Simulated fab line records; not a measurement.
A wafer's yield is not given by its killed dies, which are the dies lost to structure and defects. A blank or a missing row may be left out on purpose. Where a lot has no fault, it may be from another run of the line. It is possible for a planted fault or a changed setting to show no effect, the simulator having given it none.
One fault seen from 2 desks ; flow sfqLine ; each desk has only its own numbers; what lay behind them comes last

THE TOOL OWNER'S DESK: rieMetal-03
The tool's own readings at SFQ_TRILAYER_M4_ETCH_METAL_ETCH_096 (etches Nb in Cl2/Ar, stops on SiO2, target depth 240 nm, time 120 s): means of the sampled wafers that have a number, for each lot that ran on this tool. If a lot's mean is further than 4 standard deviations from the usual mean, the lot is out of limits and carries the mark OUT (the distance appears in the brackets).
Columns: A = drypumpMotorCurrentA at SFQ_TRILAYER_M4_ETCH_METAL_ETCH_096, usual 5.5 A; B = oesProductAu at SFQ_TRILAYER_M4_ETCH_METAL_ETCH_096, usual 0.897 a.u.; C = rfFwdPowerW at SFQ_TRILAYER_M4_ETCH_METAL_ETCH_096, usual 597.1 W; D = runLengthS at SFQ_TRILAYER_M4_ETCH_METAL_ETCH_096, usual 148.29 s
lot;first seen here;A;B;C;D
L100;day 34 22:15;5.3;0.888;596.2;148.26
L116;day 39 11:47;5.4;1.000 (+12) OUT;-;132.77 (-62) OUT
L117;day 39 17:44;5.4;1.004 (+13) OUT;-;132.44 (-63) OUT
This desk's verdict: out of limits on L116, L117, starting with L116 at day 39 11:47 (oesProductAu at SFQ_TRILAYER_M4_ETCH_METAL_ETCH_096). L100: within limits.

FROM THE METROLOGY DESK
Means of the sampled wafers that have a number, per lot and without regard to the tool the lot ran on: this is what the gauges read. If a lot's mean is further than 4 standard deviations from the usual mean, the lot is out of limits and carries the mark OUT (the distance appears in the brackets).
Columns: A = M4_NB_RS at SFQ_M4_RS_MEAS_924, usual 0.884 ohm/sq; B = M4_OVL at SFQ_M4_OVL_MEAS_926, usual 3 nm
lot;first seen here;A;B
L100;day 32 08:05;0.886;-2
L107;day 34 22:23;0.870;13
L116;day 37 22:33;0.886;4
L117;day 38 03:55;0.891;-5
L121;day 39 14:45;0.891;2
L123;day 40 07:20;0.885;0
Finding of this desk: none of the 6 lots has anything out of limits.

BROUGHT TOGETHER
The tool owner's desk could have raised an alarm at day 39 11:47, on L116, L117.
Nothing out of limits was seen by the metrology desk.
The metrology desk holds a record of L116, L117, inside its limits.
The lots listed all ran SFQ_TRILAYER_M4_ETCH_METAL_ETCH_096 on rieMetal-03.

WHAT THE SIMULATOR PUT IN
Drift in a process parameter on rieMetal-03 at SFQ_TRILAYER_M4_ETCH_METAL_ETCH_096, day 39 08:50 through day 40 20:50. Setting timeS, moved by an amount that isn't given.
Lots struck among those shown: L116, L117.
Each desk's first reading out of limits, in hours after the fault started: the tool owner's desk, 3.
